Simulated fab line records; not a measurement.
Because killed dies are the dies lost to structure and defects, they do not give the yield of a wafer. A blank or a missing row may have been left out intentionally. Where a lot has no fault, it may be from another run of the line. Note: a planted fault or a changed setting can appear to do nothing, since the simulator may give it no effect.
Which of the tools did it? + flow gf180mcu + 18 wafers from 6 lots sampled at 2 of the route's 602 steps

== WHAT EACH GAUGE READ, for each wafer ==
GF_V4_THK_MEAS_01.
| lot  | measured     | on            | V4_CVD_00_THK (nm) |
|------|--------------|---------------|--------------------|
| L990 | day 23 16:09 | film_metro-02 | 593 599 599        |
| L994 | day 25 07:52 | film_metro-03 | 598 599 608        |
| L100 | day 27 04:32 | film_metro-04 | 1204 1208 1208     |
| L104 | day 28 11:43 | film_metro-04 | 597 601 595        |
| L107 | day 29 03:23 | film_metro-04 | 595 593 599        |
| L112 | day 30 21:04 | film_metro-03 | 602 598 608        |

== WHICH TOOL RAN EACH LOT (tool, then ch and the chambers of the sampled wafers, then the start) ==
| lot  | GF_V4_CVD_00                     |
|------|----------------------------------|
| L990 | hdpcvd-02 ch 0,1,2, day 23 16:05 |
| L994 | hdpcvd-02 ch 0,2, day 25 07:46   |
| L100 | hdpcvd-02 ch 0,1,2, day 27 04:13 |
| L104 | hdpcvd-01 ch 0,1,2, day 28 11:38 |
| L107 | hdpcvd-02 ch 0,1,2, day 29 03:19 |
| L112 | hdpcvd-01 ch 0,2, day 30 21:00   |
- GF_V4_CVD_00: deposits SiO2, target thk 600 nm, time 100 s.

== THE ANSWER, worked out from the rows above alone ==
Rule: what is usual is taken from the lots themselves. The widest of any qualifying gaps counts: lots, ordered by their means at a reading, are off when they make up no more than a third of the lots, leave a main group of 4 or more, and stand apart from it by 3 or more times the standard deviation of that group's means. A main group whose means are all the same, to the digits that the tables above print for the reading, isn't used. A lot without any number at a reading at which 4 lots or more have one is off too. All remaining lots with rows at the step are treated as sound.
Off: at GF_V4_THK_MEAS_01 (V4_CVD_00_THK), L100. The main group: mean 599 nm, standard deviation 2.7.
If a tool, at a process step before that reading, ran all the lots that are off and no sound lot after the first of them, it fits. Gauges at GF_V4_THK_MEAS_01: tried the same way as those tools. Not one of the candidates tried fits.

== WHAT THE SIMULATOR HAD PUT IN ==
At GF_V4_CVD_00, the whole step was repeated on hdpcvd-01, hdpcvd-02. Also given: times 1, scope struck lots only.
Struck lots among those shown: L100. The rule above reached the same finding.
